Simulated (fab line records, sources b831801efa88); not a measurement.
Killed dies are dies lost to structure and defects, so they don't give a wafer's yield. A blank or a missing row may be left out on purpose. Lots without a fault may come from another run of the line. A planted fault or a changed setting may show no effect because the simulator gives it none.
Chamber matching | flow sky130 | SKY_CAPM_CVD_00 on pecvd-02: 3 sister chambers
The step deposits SiO2, target thk 15.5 nm. 3 wafers are shown with their chamber, then 9 later ones without.

WAFERS WITH THEIR CHAMBER
wafer  | chamber | heater_power_w (W)
L274.1 | 0       | 826
L274.2 | 1       | 581
L274.6 | 2       | 656

WAFERS WITHOUT THEIR CHAMBER
wafer  | heater_power_w (W)
L277.1 | 486
L277.2 | 708
L277.3 | 756
L279.1 | 592
L279.2 | 727
L279.5 | 716
L283.1 | 783
L283.3 | 772
L283.5 | 787

WHICH CHAMBER EACH WENT THROUGH
wafer  | from the rows above          | in truth
L277.1 | can't be placed: 1 or 2      | 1
L277.2 | can't be placed: 2 or 0 or 1 | 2
L277.3 | can't be placed: 0 or 2 or 1 | 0
L279.1 | can't be placed: 1 or 2      | 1
L279.2 | can't be placed: 2 or 0 or 1 | 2
L279.5 | can't be placed: 2 or 0 or 1 | 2
L283.1 | can't be placed: 0 or 2      | 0
L283.3 | can't be placed: 0 or 2      | 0
L283.5 | can't be placed: 0 or 2      | 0
Placed correctly: 0 of 9. Can't be placed from these rows: 9 (the true chamber is among the candidates in 9). Placed wrongly: 0.
How it was worked out, from the rows above alone: a wafer's distance from a chamber is the root of the sum, over the readings, of the square of ((its reading less the chamber's mean) divided by the reading's scatter). The wafer belongs to the nearest chamber; if the next one is less than 2 further off, it can't be placed. A chamber's mean is the mean of its shown wafers. The scatter: with one shown wafer a chamber, the root of the mean of the squares of how far each hidden wafer lies from its nearest shown one.
